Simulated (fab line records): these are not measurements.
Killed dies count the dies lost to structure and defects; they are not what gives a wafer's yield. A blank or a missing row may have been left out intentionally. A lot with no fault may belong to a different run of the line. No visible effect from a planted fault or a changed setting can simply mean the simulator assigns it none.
fab line records	flow sfq-line
[record] lots = 5	wafers = 23
route steps=325 shown INCOMING@2 L0@9 L0V@18 M0@29 I0@44
start-h: hours from the record's first day to the start of the lot's first wafer shown	wait-h: hours elapsed since this lot's preceding step	" repeats the value in the row above	L1.1+2: a row that stands for several wafers	- either no value or no given start	* or withheld: withheld	< > ~ a bound
route shown NAME@n: NAME is a module with steps in the file, n the number in the route of the first one	usual: the fault-free wafers' mean and standard deviation	same: alike in all rows	chamber/n: place in a boat	sites: each site's reading	_std_site: the values' standard deviation	_edge_site: mean of outer sites minus mean of inner sites	radius-mm: how far each site lies from the wafer's centre	mask NAME#n: copy n	behind: the tool/chamber that last shaped the wafer	hold: why the lot was held/for how many hours/how that ended	device: transistor that didn't switch, given as n, p or np	end of line: tests run on the same wafers once the route is complete	where a step has no rows: the recipe by itself	killed: not the wafer's yield, but the dies lost to structure and defects at the first sort	map: the dies of a wafer, with x for killed, . for not killed, _ for no die there
set.NAME: setting as actually run; set.NAME@STEP: the setting as run at that earlier step	model.NAME: the simulator's own value behind a step, which no gauge read
lots run with intentionally changed settings; tables by step, rows by wafer
[[steps]]
[step SFQ_TRILAYER_INCOMING_OXIDATION_002]
[recipe] temp-c = 1000	ambient = H2O	target-thk-a = 5000	p-h2o-torr = 720	ox-time-s = 4939
lot.wafer	tool	chamber	start-h	wait-h	set.temp-c	model.SiO2_of_TRILAYER_INCOMING_OXIDATION_002.thk-nm
L074.1	-	-	-	0.1	1016	557.6
L074.2	"	-	"	"	1016	557.8
L074.3	"	-	"	"	1016	560.2
L074.5	"	-	"	"	1016	557.7
L074.6	"	-	"	"	1016	558.1
L075.1	-	-	-	0.1	1000	495.6
L075.2	"	-	"	"	1000	494.8
L075.3	"	-	"	"	1000	489.1
L075.5	"	-	"	"	1000	486.1
L075.6	"	-	"	"	1000	491.6
L078.1	-	-	-	0.1	1000	501.3
L078.2	"	-	"	"	1000	501
L078.3	"	-	"	"	1000	497.2
L078.4	"	-	"	"	1000	503.7
L078.5	"	-	"	"	1000	492.9
L079.2	furnace-01	0	35.12	0.1	1000	507.5
L079.4	"	0	"	"	1000	507.7
L079.6	"	0	"	"	1000	513
L082.2	-	-	-	0.1	1000	497.4
L082.3	"	-	"	"	1000	495.6
L082.4	"	-	"	"	1000	498.6
L082.5	"	-	"	"	1000	501.6
L082.6	"	-	"	"	1000	495.5
[step SFQ_TRILAYER_L0_LITHO_EXPOSE_006]
[recipe] mask-id = L0	na = 0.6	source-shape = conventional	sigma-outer = 0.65	target-cd-nm = 2000	dose-mj = 14.4
lot.wafer	tool	chamber	start-h	wait-h	mask	set.dose-mj
L074.1+3+5	krf-scanner-02	0	-	-	L0#0	14.4
L074.2+6	"	0	"	"	L0#0	15.45
L075.1+2+3+5+6	krf-scanner-02	0	25.18	-	L0#0	14.4
L078.1+2	krf-scanner-02	0	46.46	-	L0#0	14.4
L078.3+4+5	"	0	"	"	L0#0	15.06
L079.2+4+6	krf-scanner-02	0	51.46	-	L0#0	14.4
L082.2+3+4+5+6	krf-scanner-02	0	64.66	-	L0#0	14.4
[step SFQ_TRILAYER_L0_LITHO_PEB_008]
[recipe] peb-temp-c = 115	peb-time-s = 60	resist = KrF
[step SFQ_TRILAYER_L0_LITHO_DEVELOP_007]
[recipe] time-s = 60	resist = KrF
[step SFQ_TRILAYER_L0_BARC_OPEN_METAL_ETCH_010]
[recipe] mask-material = PR	chemistry = O2	target-depth-nm = 125	target = BARC	icp-w = 600	bias-w = 80	pressure-mtorr = 10	time-s = 41.7
lot.wafer	tool	chamber	start-h	wait-h	set.dose-mj@TRILAYER_L0_LITHO_EXPOSE_006	model.L0.cd-nm
L074.1+5	rie-metal-02	0,1	23.52	0.1	14.4	2003
L074.2+6	"	1,0	"	"	15.45	1991
L074.3	"	0	"	"	14.4	2001
L075.1	rie-metal-01	1	26.68	0.1	14.4	1999
L075.2+5	"	0	"	"	14.4	2002
L075.3	"	0	"	"	14.4	2001
L075.6	"	1	"	"	14.4	2000
L078.1	rie-metal-02	0	47.96	0.1	14.4	2001
L078.2	"	1	"	"	14.4	1999
L078.3	"	0	"	"	15.06	1994
L078.4+5	"	1	"	"	15.06	1992
L079.2+6	rie-metal-04	0,1	52.76	0.1	14.4	1998
L079.4	"	1	"	"	14.4	1997
L082.2	rie-metal-02	0	65.96	0.1	14.4	2001
L082.3+4+6	"	0,1,1	"	"	14.4	1999
L082.5	"	0	"	"	14.4	2000
[step SFQ_TRILAYER_L0_VIA_LITHO_COAT_013]
[recipe] resist = KrF	spin-rpm = 3000	resist-thk-nm = 650
lot.wafer	tool	chamber	start-h	wait-h	set.spin-rpm	model.KrF_of_TRILAYER_L0_VIA_LITHO_COAT_013.thk-nm
L074.1	litho-track-03	0	24.72	0.2	2903	660.1
L074.2	"	0	"	"	2903	659.5
L074.3	"	0	"	"	3000	649.9
L074.5	"	0	"	"	3000	648.2
L074.6	"	0	"	"	2903	658.6
L075.1	litho-track-01	0	27.89	0.2	3000	653.7
L075.2	"	0	"	"	3000	650
L075.3	"	0	"	"	3000	649.8
L075.5	"	0	"	"	3000	650.2
L075.6	"	0	"	"	3000	653.5
L078.1	litho-track-02	0	49.34	0.2	3000	650.2
L078.2	"	0	"	"	2880	661.5
L078.3	"	0	"	"	3000	648.3
L078.4	"	0	"	"	3000	649
L078.5	"	0	"	"	2880	660.6
L079.2	litho-track-03	0	54.02	0.2	3000	651.1
L079.4	"	0	"	"	3000	650.3
L079.6	"	0	"	"	3000	650.4
L082.2	litho-track-02	0	67.51	0.2	3000	648
L082.3	"	0	"	"	3000	650.6
L082.4	"	0	"	"	3123	637
L082.5	"	0	"	"	3000	649
L082.6	"	0	"	"	3123	636.4
[step SFQ_TRILAYER_L0_VIA_LITHO_PEB_016]
[recipe] peb-temp-c = 115	peb-time-s = 60	resist = KrF
lot.wafer	tool	chamber	start-h	wait-h	set.peb-temp-c
L074.1+3	litho-track-02	0	93.82	1.0	115
L074.2+5+6	"	0	"	"	113.6
L075.1+2+3+5+6	litho-track-01	0	98.61	1.0	115
L078.1+2+4	litho-track-02	0	115.41	1.0	116.7
L078.3+5	"	0	"	"	115
L079.2+4+6	litho-track-02	0	120.24	0.8	115
L082.2+3+4+5+6	litho-track-02	0	133.44	0.8	115
[step SFQ_TRILAYER_L0_VIA_LITHO_DEVELOP_015]
[recipe] time-s = 60	resist = KrF
[step SFQ_TRILAYER_L0_VIA_BARC_OPEN_VIA_ETCH_021]
[recipe] mask-material = PR	chemistry = O2	target-depth-nm = 125	target = BARC	source-w = 500	bias-w = 80	pressure-mtorr = 30	time-s = 41.7
lot.wafer	tool	chamber	start-h	wait-h	set.spin-rpm@TRILAYER_L0_VIA_LITHO_COAT_013	set.peb-temp-c@TRILAYER_L0_VIA_LITHO_PEB_016	model.KrF_of_TRILAYER_L0_VIA_LITHO_COAT_013.thk-nm	model.L0V.cd-nm
L074.1	rie-diel-01	1	94.16	0.0	2903	115	584.1	698.4
L074.2	"	2	"	"	2903	113.6	583.7	671.3
L074.3	"	3	"	"	3000	115	574.9	699.4
L074.5	"	3	"	"	3000	113.6	573.3	674.3
L074.6	"	0	"	"	2903	113.6	581.7	672.4
L075.1	rie-diel-04	0	98.95	0.0	3000	115	577.1	701.1
L075.2	"	1	"	"	3000	115	574.8	699.1
L075.3	"	3	"	"	3000	115	573.9	700.8
L075.5	"	1	"	"	3000	115	575.2	700.8
L075.6	"	3	"	"	3000	115	577.8	701
L078.1	rie-diel-01	0	115.75	0.0	3000	116.7	573.1	732.5
L078.2	"	3	"	"	2880	116.7	586.3	732.1
L078.3	"	1	"	"	3000	115	572.4	701.3
L078.4	"	2	"	"	3000	116.7	573.1	730.8
L078.5	"	1	"	"	2880	115	584.4	702.7
L079.2	rie-diel-02	3	120.55	0.0	3000	115	575.5	699.6
L079.4	"	2	"	"	3000	115	574.4	700
L079.6	"	3	"	"	3000	115	574.7	698.1
L082.2	rie-diel-04	3	133.75	0.0	3000	115	572.3	699.2
L082.3	"	0	"	"	3000	115	573.6	701.2
L082.4	"	1	"	"	3123	115	562.1	698.9
L082.5	"	2	"	"	3000	115	572.2	697.8
L082.6	"	3	"	"	3123	115	560.5	700.7
[step SFQ_TRILAYER_M0_DEP_SPUTTER_019]
[recipe] material = Nb	base-pressure-pa = 1.33e-06	chamber-pressure-pa = 0.1333	substrate-temp-c = 20	resputter-cathode-voltage-v = 400	target-thk-nm = 200	power-w = 2000	time-s = 133.3
lot.wafer	tool	chamber	start-h	wait-h	set.time-s	model.Nb_of_TRILAYER_M0_DEP_SPUTTER_019.thk-nm
L074.1	pvd-sputter-05	-	95.04	0.0	140.3	209.5
L074.2	"	-	"	"	133.3	197.4
L074.3	"	-	"	"	133.3	194.4
L074.5	"	-	"	"	133.3	197.7
L074.6	"	-	"	"	140.3	205.8
L075.1	pvd-sputter-04	-	99.83	0.0	126.7	185.3
L075.2+6	"	-	"	"	126.7	187.8
L075.3	"	-	"	"	133.3	198.9
L075.5	"	-	"	"	133.3	197.2
L078.1	pvd-sputter-04	-	117.23	0.0	140.2	210.9
L078.2	"	-	"	"	133.3	198.6
L078.3	"	-	"	"	140.2	209.3
L078.4	"	-	"	"	133.3	198.8
L078.5	"	-	"	"	133.3	201.4
L079.2	pvd-sputter-04	-	121.43	0.0	133.3	199.5
L079.4	"	-	"	"	133.3	198.4
L079.6	"	-	"	"	133.3	198.6
L082.2	pvd-sputter-05	-	134.63	0.0	119.4	179
L082.3	"	-	"	"	133.3	202.6
L082.4	"	-	"	"	133.3	199.9
L082.5	"	-	"	"	119.4	179.2
L082.6	"	-	"	"	119.4	179.4
[step SFQ_M0_RS_MEAS_904]
[recipe] thk-meas-gauge = four-point-probe	reads = Nb_of_TRILAYER_M0_DEP_SPUTTER_019
[usual] M0_NB_RS = 0.891/0.01
lot.wafer	tool	chamber	start-h	wait-h	set.time-s@TRILAYER_M0_DEP_SPUTTER_019	M0_NB_RS[ohm/sq]
L074.1	film-metro-03	-	95.13	0.0	140.3	0.850
L074.2	"	-	"	"	133.3	0.903
L074.3	"	-	"	"	133.3	0.917
L074.5	"	-	"	"	133.3	0.903
L074.6	"	-	"	"	140.3	0.864
L075.1	film-metro-01	-	99.93	0.0	126.7	0.960
L075.2	"	-	"	"	126.7	0.949
L075.3	"	-	"	"	133.3	0.895
L075.5	"	-	"	"	133.3	0.902
L075.6	"	-	"	"	126.7	0.950
L078.1	film-metro-02	-	117.33	0.0	140.2	0.842
L078.2	"	-	"	"	133.3	0.894
L078.3	"	-	"	"	140.2	0.847
L078.4	"	-	"	"	133.3	0.894
L078.5	"	-	"	"	133.3	0.881
L079.2	film-metro-01	-	121.55	0.1	133.3	0.894
L079.4	"	-	"	"	133.3	0.895
L079.6	"	-	"	"	133.3	0.896
L082.2	film-metro-03	-	134.75	0.1	119.4	0.997
L082.3	"	-	"	"	133.3	0.878
L082.4	"	-	"	"	133.3	0.891
L082.5	"	-	"	"	119.4	0.995
L082.6	"	-	"	"	119.4	0.994
[step SFQ_TRILAYER_M0_LITHO_PEB_024]
[recipe] peb-temp-c = 115	peb-time-s = 60	resist = KrF
lot.wafer	tool	chamber	start-h	wait-h	set.peb-time-s
L074.1+2+3+5+6	litho-track-02	0	170.61	1.0	60
L075.1+5	litho-track-04	0	176.84	1.0	60
L075.2+3+6	"	0	"	"	56.97
L078.1+4	litho-track-02	0	212.56	1.0	51.73
L078.2+3+5	"	0	"	"	60
L079.2+4+6	litho-track-02	0	214.99	0.8	60
L082.2+3+6	litho-track-04	0	234.78	0.8	54.91
L082.4+5	"	0	"	"	60
[step SFQ_TRILAYER_M0_BARC_OPEN_METAL_ETCH_031]
[recipe] mask-material = PR	chemistry = O2	target-depth-nm = 125	target = BARC	icp-w = 600	bias-w = 80	pressure-mtorr = 10	time-s = 41.7
lot.wafer	tool	chamber	start-h	wait-h	set.time-s	set.peb-time-s@TRILAYER_M0_LITHO_PEB_024	model.M0.cd-nm	model.KrF_of_TRILAYER_M0_LITHO_COAT_021.thk-nm
L074.1	rie-metal-03	1	170.95	0.0	39.74	60	500.2	-
L074.2	"	0	"	"	39.74	60	501.7	526.2
L074.3	"	1	"	"	41.7	60	499.1	523.3
L074.5	"	1	"	"	41.7	60	501	525.4
L074.6	"	0	"	"	41.7	60	500.2	-
L075.1	rie-metal-02	1	177.17	0.0	44.37	60	499.7	-
L075.2	"	0	"	"	41.7	56.97	509.9	-
L075.3	"	1	"	"	44.37	56.97	508.3	519.6
L075.5	"	1	"	"	41.7	60	500.2	525
L075.6	"	0	"	"	41.7	56.97	509.3	-
L078.1	rie-metal-04	1	212.90	0.0	45.42	51.73	520.7	-
L078.2	"	0	"	"	45.42	60	499	515.8
L078.3	"	0	"	"	41.7	60	497.3	-
L078.4	"	1	"	"	41.7	51.73	520.5	523.5
L078.5	"	0	"	"	41.7	60	498.9	523.4
L079.2	rie-metal-03	1	215.30	0.0	41.7	60	498.6	521
L079.4	"	0	"	"	41.7	60	500.2	523.3
L079.6	"	1	"	"	41.7	60	500.2	521.8
L082.2	rie-metal-04	0	235.09	0.0	46.22	54.91	514.4	-
L082.3	"	1	"	"	46.22	54.91	514.9	519.8
L082.4	"	0	"	"	41.7	60	499.8	524.2
L082.5	"	1	"	"	41.7	60	502.4	-
L082.6	"	0	"	"	41.7	54.91	513.6	-
[step SFQ_TRILAYER_M0_ETCH_METAL_ETCH_024]
[recipe] target = Nb	stop-on = SiO2	mask-material = PR	chemistry = Cl2/Ar	target-depth-nm = 240	icp-w = 600	bias-w = 80	pressure-mtorr = 10	time-s = 120
[usual] oes-product-au = 0.893/0.0074
lot.wafer	tool	chamber	start-h	wait-h	set.time-s@TRILAYER_M0_DEP_SPUTTER_019	set.peb-time-s@TRILAYER_M0_LITHO_PEB_024	oes-product-au	model.M0.cd-nm
L074.1	rie-metal-03	1	171.01	0.0	140.3	60	0.912	503
L074.2	"	0	"	"	133.3	60	0.889	502.4
L074.3	"	1	"	"	133.3	60	0.879	501.7
L074.5	"	1	"	"	133.3	60	0.889	503.3
L074.6	"	0	"	"	140.3	60	0.908	500.7
L075.1	rie-metal-02	1	177.23	0.0	126.7	60	0.854	498.6
L075.2	"	0	"	"	126.7	56.97	0.861	510.5
L075.3	"	1	"	"	133.3	56.97	0.898	507
L075.5	"	1	"	"	133.3	60	0.886	499.5
L075.6	"	0	"	"	126.7	56.97	0.863	510.1
L078.1	rie-metal-04	1	212.96	0.0	140.2	51.73	0.924	517.2
L078.2	"	0	"	"	133.3	60	0.884	499.8
L078.3	"	0	"	"	140.2	60	0.917	497.9
L078.4	"	1	"	"	133.3	51.73	0.893	518
L078.5	"	0	"	"	133.3	60	0.894	499.6
L079.2	rie-metal-03	1	215.36	0.0	133.3	60	0.896	498.8
L079.4	"	0	"	"	133.3	60	0.890	499.6
L079.6	"	1	"	"	133.3	60	0.884	501.1
L082.2	rie-metal-04	0	235.15	0.0	119.4	54.91	0.845	514.2
L082.3	"	1	"	"	133.3	54.91	0.893	512.8
L082.4	"	0	"	"	133.3	60	0.890	498.6
L082.5	"	1	"	"	119.4	60	0.843	500
L082.6	"	0	"	"	119.4	54.91	0.848	513
[step SFQ_TRILAYER_I0_CMP_CMP_028]
[recipe] material = SiO2	down-force-psi = 3	platen-rpm = 60	pad-velocity-m-s = 0.94248
lot.wafer	tool	chamber	start-h	wait-h	set.leave-above-ref-nm	model.SiO2_of_TRILAYER_I0_DEP_PECVD_027.thk-nm
L074.3	cmp-02	1	184.96	13.0	214.4	213.3
L074.2	"	2	"	"	200	200.9
L074.1	"	3	"	"	214.4	213.6
L074.5	"	0	"	"	200	199.8
L074.6	"	1	"	"	214.4	214.1
L075.2	cmp-02	1	187.96	9.8	200	201.6
L075.1	"	2	"	"	200	201.1
L075.3	"	3	"	"	207	206.8
L075.6	"	0	"	"	207	207.9
L075.5	"	1	"	"	207	207
L078.3+5	cmp-01	1,2	213.94	0.0	212.4	212.7
L078.4	"	2	"	"	200	199.2
L078.1	"	3	"	"	212.4	211.6
L078.2	"	0	"	"	200	199.5
L079.4	cmp-02	3	216.40	0.1	200	199.6
L079.2	"	1	217.40	1.1	200	201.1
L079.6	"	0	218.90	2.6	200	200.8
L082.2	cmp-01	0	236.62	0.5	200	200.3
L082.4	"	1	"	"	200	200.5
L082.3	"	2	"	"	211.1	211.2
L082.6	"	3	"	"	200	200.6
L082.5	"	0	"	"	211.1	210.5
[step SFQ_TRILAYER_I0_METRO_MEASURE_029]
[usual] thk-nm = 200.5/1
lot.wafer	tool	chamber	start-h	wait-h	set.leave-above-ref-nm@TRILAYER_I0_CMP_CMP_028	thk-nm
L074.1	film-metro-03	-	187.58	0.1	214.4	213.5
L074.2	"	-	"	"	200	200.7
L074.3	"	-	"	"	214.4	213.3
L074.5	"	-	"	"	200	199.7
L074.6	"	-	"	"	214.4	214.2
L075.1	film-metro-03	-	190.58	0.1	200	201.1
L075.2	"	-	"	"	200	201.6
L075.3	"	-	"	"	207	206.8
L075.5	"	-	"	"	207	207.0
L075.6	"	-	"	"	207	208.0
L078.1	film-metro-04	-	217.06	0.1	212.4	211.5
L078.2	"	-	"	"	200	199.3
L078.3	"	-	"	"	212.4	212.7
L078.4	"	-	"	"	200	199.2
L078.5	"	-	"	"	212.4	212.7
L079.2	film-metro-01	-	219.72	0.3	200	201.1
L079.4	"	-	"	"	200	199.5
L079.6	"	-	"	"	200	200.8
L082.2	film-metro-01	-	239.44	0.3	200	200.3
L082.3	"	-	"	"	211.1	211.2
L082.4	"	-	"	"	200	200.5
L082.5	"	-	"	"	211.1	210.6
L082.6	"	-	"	"	200	200.6
[step SFQ_TRILAYER_I0_VIA_LITHO_EXPOSE_032]
[recipe] mask-id = I0	na = 0.6	source-shape = conventional	sigma-outer = 0.65	target-cd-nm = 500	dose-mj = 21.3
lot.wafer	tool	chamber	start-h	wait-h	mask	set.dose-mj
L074.1+2+6	krf-scanner-01	0	296.21	-	I0#0	21.3
L074.3+5	"	0	"	"	I0#0	20.63
L075.1+2+5	krf-scanner-01	0	302.21	-	I0#0	20.23
L075.3+6	"	0	"	"	I0#0	21.3
L078.1+2+3+4+5	krf-scanner-01	0	336.59	-	I0#0	21.3
L079.2+4+6	krf-scanner-01	0	339.29	-	I0#0	21.3
L082.2+6	krf-scanner-01	0	354.89	-	I0#0	20.04
L082.3+4+5	"	0	"	"	I0#0	21.3
[step SFQ_TRILAYER_I0_VIA_LITHO_PEB_034]
[recipe] peb-temp-c = 115	peb-time-s = 60	resist = KrF
[step SFQ_TRILAYER_I0_VIA_LITHO_DEVELOP_033]
[recipe] time-s = 60	resist = KrF
[step SFQ_TRILAYER_I0_VIA_BARC_OPEN_VIA_ETCH_046]
[recipe] mask-material = PR	chemistry = O2	target-depth-nm = 125	target = BARC	source-w = 500	bias-w = 80	pressure-mtorr = 30	time-s = 43.31
lot.wafer	tool	chamber	start-h	wait-h	set.dose-mj@TRILAYER_I0_VIA_LITHO_EXPOSE_032	model.I0.cd-nm
L074.1	rie-diel-01	1	297.75	0.0	21.3	497.9
L074.2	"	3	"	"	21.3	498.6
L074.3	"	2	"	"	20.63	493.9
L074.5	"	1	"	"	20.63	493.2
L074.6	"	0	"	"	21.3	499.2
L075.1	rie-diel-03	3	303.75	0.0	20.23	492.6
L075.2	"	1	"	"	20.23	493.3
L075.3	"	2	"	"	21.3	501.6
L075.5	"	1	"	"	20.23	493.6
L075.6	"	3	"	"	21.3	502.1
L078.1	rie-diel-01	1	338.13	0.0	21.3	499.7
L078.2	"	3	"	"	21.3	501.2
L078.3+4	"	2,0	"	"	21.3	501.7
L078.5	"	3	"	"	21.3	500.9
L079.2	rie-diel-03	3	340.63	0.0	21.3	499.4
L079.4	"	2	"	"	21.3	500.2
L079.6	"	0	"	"	21.3	500.1
L082.2	rie-diel-01	2	356.23	0.0	20.04	491.7
L082.3	"	3	"	"	21.3	499.9
L082.4	"	0	"	"	21.3	500.4
L082.5	"	1	"	"	21.3	500.3
L082.6	"	0	"	"	20.04	491.1
[step SFQ_TRILAYER_I0_VIA_ETCH_VIA_ETCH_034]
[recipe] target = SiO2	stop-on = Nb	mask-material = PR	taper-deg = 20	chemistry = CHF3	target-depth-nm = 260	source-w = 500	bias-w = 80	pressure-mtorr = 30	time-s = withheld
[usual] oes-product-au = 0.856/0.0042
lot.wafer	tool	chamber	start-h	wait-h	set.leave-above-ref-nm@TRILAYER_I0_CMP_CMP_028	oes-product-au	model.I0.feature-depth-nm
L074.1	rie-diel-01	1	297.79	0.0	214.4	0.886	213.6
L074.2	"	3	"	"	200	0.860	200.9
L074.3	"	2	"	"	214.4	0.886	213.3
L074.5	"	1	"	"	200	0.854	199.8
L074.6	"	0	"	"	214.4	0.893	214.1
L075.1	rie-diel-03	3	303.79	0.0	200	0.861	201
L075.2	"	1	"	"	200	0.858	201.5
L075.3	"	2	"	"	207	0.879	206.8
L075.5	"	1	"	"	207	0.870	207
L075.6	"	3	"	"	207	0.879	207.9
L078.1	rie-diel-01	1	338.17	0.0	212.4	0.878	211.6
L078.2	"	3	"	"	200	0.849	199.5
L078.3	"	2	"	"	212.4	0.892	212.7
L078.4	"	0	"	"	200	0.850	199.2
L078.5	"	3	"	"	212.4	0.883	212.7
L079.2	rie-diel-03	3	340.67	0.0	200	0.859	201.1
L079.4	"	2	"	"	200	0.852	199.6
L079.6	"	0	"	"	200	0.859	200.8
L082.2	rie-diel-01	2	356.27	0.0	200	0.856	200.3
L082.3	"	3	"	"	211.1	0.886	211.1
L082.4	"	0	"	"	200	0.855	200.4
L082.5	"	1	"	"	211.1	0.875	210.5
L082.6	"	0	"	"	200	0.859	200.6
[[key]]
[split] step = SFQ_TRILAYER_INCOMING_OXIDATION_002	setting = temp-c	stated = 1000	by = lot
[response] step = SFQ_TRILAYER_INCOMING_OXIDATION_002	reading = model.SiO2_of_TRILAYER_INCOMING_OXIDATION_002.thk-nm	change = +37.5	per = 1%	r = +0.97
[split] step = SFQ_TRILAYER_L0_LITHO_EXPOSE_006	setting = dose-mj	stated = 14.4	by = wafer
[response] step = SFQ_TRILAYER_L0_BARC_OPEN_METAL_ETCH_010	reading = model.L0.cd-nm	change = -1.61	per = 1%	r = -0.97
[split] step = SFQ_TRILAYER_L0_VIA_LITHO_COAT_013	setting = spin-rpm	stated = 3000	by = wafer
[response] step = SFQ_TRILAYER_L0_VIA_LITHO_COAT_013	reading = model.KrF_of_TRILAYER_L0_VIA_LITHO_COAT_013.thk-nm	change = -3.05	per = 1%	r = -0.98
[response] step = SFQ_TRILAYER_L0_VIA_BARC_OPEN_VIA_ETCH_021	reading = model.KrF_of_TRILAYER_L0_VIA_LITHO_COAT_013.thk-nm	change = -2.91	per = 1%	r = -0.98
[split] step = SFQ_TRILAYER_L0_VIA_LITHO_PEB_016	setting = peb-temp-c	stated = 115	by = wafer
[response] step = SFQ_TRILAYER_L0_VIA_BARC_OPEN_VIA_ETCH_021	reading = model.L0V.cd-nm	change = +20.7	per = 1%	r = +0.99
[split] step = SFQ_TRILAYER_M0_DEP_SPUTTER_019	setting = time-s	stated = 133.3	by = wafer
[response] step = SFQ_TRILAYER_M0_DEP_SPUTTER_019	reading = model.Nb_of_TRILAYER_M0_DEP_SPUTTER_019.thk-nm	change = +2.12	per = 1%	r = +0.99
[response] step = SFQ_M0_RS_MEAS_904	reading = M0_NB_RS	change = -0.0102	per = 1%	r = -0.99
[response] step = SFQ_TRILAYER_M0_ETCH_METAL_ETCH_024	reading = oes-product-au	change = +0.00495	per = 1%	r = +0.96
[split] step = SFQ_TRILAYER_M0_LITHO_PEB_024	setting = peb-time-s	stated = 60	by = wafer
[response] step = SFQ_TRILAYER_M0_BARC_OPEN_METAL_ETCH_031	reading = model.M0.cd-nm	change = -1.62	per = 1%	r = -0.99
[response] step = SFQ_TRILAYER_M0_ETCH_METAL_ETCH_024	reading = model.M0.cd-nm	change = -1.48	per = 1%	r = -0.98
[split] step = SFQ_TRILAYER_M0_BARC_OPEN_METAL_ETCH_031	setting = time-s	stated = 41.7	by = wafer
[response] step = SFQ_TRILAYER_M0_BARC_OPEN_METAL_ETCH_031	reading = model.KrF_of_TRILAYER_M0_LITHO_COAT_021.thk-nm	change = -0.632	per = 1%	r = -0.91
[split] step = SFQ_TRILAYER_I0_CMP_CMP_028	setting = leave-above-ref-nm	stated = 200	by = wafer
[response] step = SFQ_TRILAYER_I0_CMP_CMP_028	reading = model.SiO2_of_TRILAYER_I0_DEP_PECVD_027.thk-nm	change = +1.91	per = 1%	r = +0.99
[response] step = SFQ_TRILAYER_I0_METRO_MEASURE_029	reading = thk-nm	change = +1.92	per = 1%	r = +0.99
[response] step = SFQ_TRILAYER_I0_VIA_ETCH_VIA_ETCH_034	reading = oes-product-au	change = +0.00475	per = 1%	r = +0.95
[response] step = SFQ_TRILAYER_I0_VIA_ETCH_VIA_ETCH_034	reading = model.I0.feature-depth-nm	change = +1.91	per = 1%	r = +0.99
[split] step = SFQ_TRILAYER_I0_VIA_LITHO_EXPOSE_032	setting = dose-mj	stated = 21.3	by = wafer
[response] step = SFQ_TRILAYER_I0_VIA_BARC_OPEN_VIA_ETCH_046	reading = model.I0.cd-nm	change = +1.59	per = 1%	r = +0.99
